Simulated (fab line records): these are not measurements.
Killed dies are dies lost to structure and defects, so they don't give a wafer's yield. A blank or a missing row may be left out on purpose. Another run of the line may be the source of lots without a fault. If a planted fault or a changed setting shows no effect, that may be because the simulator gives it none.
A lot that was struck, set against a sound lot	flow gf180mcu	22 steps out of a route of 602
Sound: the wafers L249.2, L249.4, L249.6. Struck: wafers L259.2, L259.4 (left out: L259.5, a lot-mate that was not struck); the cause follows at the end.
For every step that has rows: the tool of each side, followed by ch and its chambers, followed by its first start. Under that, the readings that differ: sound wafers	struck wafers	difference of the means	sigmas: that difference in standard deviations of wafers without a fault.
alike: same words and numbers on both sides, and readings whose means sit less than 2 such deviations apart. not compared: any withheld reading, any reading some wafer has no value for, any bound like >300 that may hide the same value, and any number with overlapping values for which the record gives no deviation.
A row with sigmas, a row that says differs or no value, or rows on one side alone: a step with any of these is where the two part. When numbers do not overlap yet have no deviation, they are printed without sigmas and do not part them. A reading missing from all wafers of one side parts the sides only when that side holds two or more wafers.

first, 5 steps without rows for these wafers: GF_LVPWELL_COAT_02 (resist thk 3000 nm); GF_LVPWELL_SOFTBAKE_03; GF_LVPWELL_EXPOSE_04 (exposes mask LVPWELL, target cd 600 nm); GF_LVPWELL_PEB_05; GF_LVPWELL_DEVELOP_06 (develop time 60 s).
GF_LVPWELL_OVL_MEAS_07:
  sound: overlay-01 at day 4 13:59; struck: overlay-01 at day 6 20:28
reading	sound	struck	difference	sigmas
LVPWELL_OVL (nm)	-2.2 -1.8 -1.8	2.1 1.7	+3.8	+3
then, 2 steps without rows for these wafers: GF_LVPWELL_IMPLANT_08; GF_LVPWELL_IMPLANT_09.
GF_LVPWELL_STRIP_10: strips in O2/N2.
  sound on plasma asher-03 ch 0,1, day 4 14:19; struck on plasma asher-03 ch 1, day 6 20:48
  alike: drypump motor current A, heater power w, oes product au, strip time to endpoint s
  not compared: rf hours counter h
GF_LVPWELL_TW_MEAS_11:
  sound: film metro-04 at day 4 14:25; struck: film metro-03 at day 6 20:55
reading	sound	struck	difference	sigmas
LVPWELL_TW	565 568 566	555 553	-12	-2
then, 2 steps without rows for these wafers: GF_MVSD_DEHYDRATE_00 (time 60 s); GF_MVSD_HMDS_01 (prime time 60 s).
GF_MVSD_COAT_02: resist thk 3000 nm.
  sound on litho track-01 ch 0, day 4 20:29; struck on litho track-01 ch 0, day 7 04:17
reading	sound	struck	difference	sigmas
model.coat_of_MVSD_COAT_02.thk nm (nm)	3003 3005 3002	1115 1115	-1888	
then, 3 steps without rows for these wafers: GF_MVSD_SOFTBAKE_03; GF_MVSD_EXPOSE_04 (exposes mask MVSD, target cd 1000 nm); GF_MVSD_PEB_05.
GF_MVSD_DEVELOP_06: develop time 60 s.
  sound on litho track-01 ch 0; struck on litho track-01 ch 0
reading	sound	struck	difference	sigmas
model.coat_of_MVSD_COAT_02.thk nm (nm)	3002 3004 3001	1114 1114	-1888	
GF_MVSD_OVL_MEAS_07:
  sound: overlay-02 at day 5 03:58; struck: overlay-01 at day 7 12:25
  alike: MVSD_OVL
then, 2 steps without rows for these wafers: GF_MVSD_IMPLANT_08; GF_MVSD_IMPLANT_09.
GF_MVSD_STRIP_10: strips in O2/N2.
  sound on plasma asher-02 ch 0,1, day 5 04:17; struck on plasma asher-04 ch 0,1, day 7 12:44
reading	sound	struck	difference	sigmas
strip time to endpoint s (s)	37.00 37.02 36.97	14.87 14.87	-22.13	-99 or more
  alike: drypump motor current A, heater power w, oes product au
  not compared: rf hours counter h
GF_MVSD_TW_MEAS_11:
  sound: film metro-04 at day 5 04:24; struck: film metro-03 at day 7 12:51
  alike: MVSD_TW

== WHERE THEY PART ==
Last at GF_MVSD_STRIP_10 as far as this record goes, first at GF_LVPWELL_OVL_MEAS_07. Later steps at which nothing parts them and some readings are alike: GF_MVSD_TW_MEAS_11.

WHY: whatever the simulator had introduced
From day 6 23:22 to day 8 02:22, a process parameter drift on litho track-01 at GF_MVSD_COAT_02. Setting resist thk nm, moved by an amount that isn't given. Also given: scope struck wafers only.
